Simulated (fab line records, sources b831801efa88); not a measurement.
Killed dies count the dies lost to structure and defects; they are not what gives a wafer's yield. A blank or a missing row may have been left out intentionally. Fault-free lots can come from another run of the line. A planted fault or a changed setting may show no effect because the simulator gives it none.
A struck lot beside a sound one    flow sky130    43 out of 708 route steps
Sound: wafers L354.1, L354.5, L354.6. Struck: wafer L358.1 (left out: L358.4, a lot-mate that was not struck); the cause follows at the end.
Per side, at each step with rows, come the tool, then ch with its chambers, and then its first start. Under that, the readings that differ: sound wafers    struck wafers    difference of the means    sigmas: that difference in standard deviations of wafers without a fault.
alike: a reading whose means differ by less than 2 such deviations, as well as words and numbers matching on both sides. not compared: withheld readings; readings where some wafer has no value; bounds like >300 that might hide an equal value; numbers whose values overlap and for which the record gives no deviation.
Wherever a step has rows on one side only, a row that says differs or no value, or a row with sigmas, the two part there. When numbers do not overlap yet have no deviation, they are printed without sigmas and do not part them. A reading missing from all wafers of one side parts the sides only when that side holds two or more wafers.

first, 3 steps without rows for these wafers: SKY_SONOS_ONO_WET_ETCH_18 (etches Si3N4 in H3PO4, target depth 15 nm, time 172 s); SKY_GATE_OXIDE_CLEAN_00 (cleans in SC1/SC2, time 150 s); SKY_GATE_OXIDE_OXIDATION_01 (stabilise 600 s, purge 300 s, target thk 10.268 nm).
SKY_GATE_OXIDE_THK_MEAS_02:
  struck on film-metro-03, day 16 16:04; sound on film-metro-02, day 15 01:35
  alike: GATE_OXIDE_OXIDATION_00_THK
then, 7 steps without rows for these wafers: SKY_GATE_OXIDE_DEHYDRATE_03 (time 60 s); SKY_GATE_OXIDE_HMDS_04 (prime time 60 s); SKY_GATE_OXIDE_COAT_05 (resist thk 1140 nm); SKY_GATE_OXIDE_SOFTBAKE_06 (time 60 s); SKY_GATE_OXIDE_EXPOSE_07 (exposes mask LVOM, target cd 600 nm); SKY_GATE_OXIDE_PEB_08; SKY_GATE_OXIDE_DEVELOP_09 (develop time 60 s).
SKY_GATE_OXIDE_OVL_MEAS_10:
  struck on overlay-02, day 17 20:59; sound on overlay-01, day 16 04:07
  alike: GATE_OXIDE_OVL
SKY_GATE_OXIDE_IMPLANT_11:
  sound on implanter-04 ch 0, day 16 04:09; struck on implanter-04 ch 0, day 17 21:01
  alike: dose-ions-cm2
then, 1 step without rows for these wafers: SKY_GATE_OXIDE_WET_ETCH_12 (etches SiO2 in dHF, target depth 16.8 nm, time 336 s).
SKY_GATE_OXIDE_STRIP_13: strips in O2/N2.
  sound on plasma-asher-03 ch 0,1, day 16 04:24; struck on plasma-asher-02 ch 1, day 17 21:16
  alike: chamber-pressure-mTorr, drypump-motor-current-A, oes-product-au, strip-time-to-endpoint-s
  not compared: rf-hours-counter-h
SKY_GATE_OXIDE_TW_MEAS_14:
  struck on film-metro-03, day 17 21:22; sound on film-metro-03, day 16 04:30
  alike: GATE_OXIDE_TW
then, 3 steps without rows for these wafers: SKY_GATE_OXIDE_CLEAN_15 (cleans in SC1/SC2, time 150 s); SKY_GATE_OXIDE_OXIDATION_16 (stabilise 600 s, purge 300 s, target thk 3.57 nm); SKY_POLY_GATE_CVD_00 (deposits poly-Si, target thk 180 nm, time 720 s).
SKY_POLY_GATE_THK_MEAS_01:
  struck on film-metro-03, day 18 01:07; sound on film-metro-03, day 16 09:01
  alike: POLY_GATE_CVD_00_THK
then, 8 steps without rows for these wafers: SKY_RES_PROTECT_DEHYDRATE_00 (time 60 s); SKY_RES_PROTECT_HMDS_01 (prime time 60 s); SKY_RES_PROTECT_COAT_02 (resist thk 1140 nm); SKY_RES_PROTECT_SOFTBAKE_03 (time 60 s); SKY_RES_PROTECT_EXPOSE_04 (exposes mask RPM, target cd 1270 nm); SKY_RES_PROTECT_PEB_05; SKY_RES_PROTECT_DEVELOP_06 (develop time 60 s); SKY_POLY_GATE_IMPLANT_02.
SKY_RES_PROTECT_STRIP_07: strips in O2/N2.
  sound on plasma-asher-02 ch 0,1, day 17 13:52; struck on plasma-asher-04 ch 0, day 19 07:21
reading                      sound        struck  difference  sigmas
drypump-motor-current-A (A)  5.8 5.8 6.0  4.9     -1.0        -2
  alike: chamber-pressure-mTorr, oes-product-au, strip-time-to-endpoint-s
  not compared: rf-hours-counter-h
SKY_RES_PROTECT_TW_MEAS_08:
  struck on film-metro-01, day 19 07:27; sound on film-metro-04, day 17 13:58
  alike: POLY_GATE_TW
then, 2 steps without rows for these wafers: SKY_RES_PROTECT_CLEAN_09 (cleans in SC1/SC2, time 150 s); SKY_POLY_GATE_CVD_03 (deposits Si3N4 from DCS/NH3, target thk 75 nm, time 1290 s).
SKY_POLY_GATE_THK_MEAS_04:
  struck on film-metro-02, day 19 10:07; sound on film-metro-02, day 17 15:52
  alike: POLY_GATE_CVD_03_THK
then, 8 steps without rows for these wafers: SKY_POLY_GATE_DEHYDRATE_05 (time 60 s); SKY_POLY_GATE_HMDS_06 (prime time 60 s); SKY_POLY_GATE_COAT_07 (resist thk 110 nm); SKY_POLY_GATE_COAT_08 (resist thk 450 nm); SKY_POLY_GATE_SOFTBAKE_09 (time 90 s); SKY_POLY_GATE_EXPOSE_10 (exposes mask P1M, target cd 150 nm); SKY_POLY_GATE_PEB_11; SKY_POLY_GATE_DEVELOP_12 (develop time 60 s).
SKY_POLY_GATE_CD_MEAS_13: the cd target is 150 nm.
  struck on cd-sem-01, day 20 17:10; sound on cd-sem-01, day 18 22:05
  alike: cd-nm
-- here the record skips 28 days between the struck wafers' starts before and after, leaving off in module POLY_GATE and picking up in module PAD_OPEN (first step shown: number 708 of the route) --
SKY_PAD_OPEN_PROBE_99:
  struck on prober-02, day 48 17:15; sound on prober-02, day 47 13:18
reading                                  sound                      struck   difference  sigmas
killed_at_M4_up                          5 4 5                      1        -4          -2
model.etest.nfet_01v8.drive-ua-um-range  6.843 9.416 10.77          13.81    +4.80       
model.etest.pfet_01v8_lvt.vt-v-range     0.0268 0.02298 0.0259      0.1372   +0.1120     
model.etest.pfet_01v8.vt-v-range         0.01808 0.01747 0.02486    0.04882  +0.02868    
model.etest.nfet_01v8.vt-v-range         0.007535 0.00779 0.008704  0.01568  +0.00767    
  alike: killed_at_M0_to_M3, killed-at-contacts, killed-at-front-end, killed-at-other, killed-dies, killed-open, killed-short

WHERE THEY PART
Earliest at SKY_RES_PROTECT_STRIP_07; latest, in this record, at SKY_PAD_OPEN_PROBE_99.

WHY: the cause the simulator had injected
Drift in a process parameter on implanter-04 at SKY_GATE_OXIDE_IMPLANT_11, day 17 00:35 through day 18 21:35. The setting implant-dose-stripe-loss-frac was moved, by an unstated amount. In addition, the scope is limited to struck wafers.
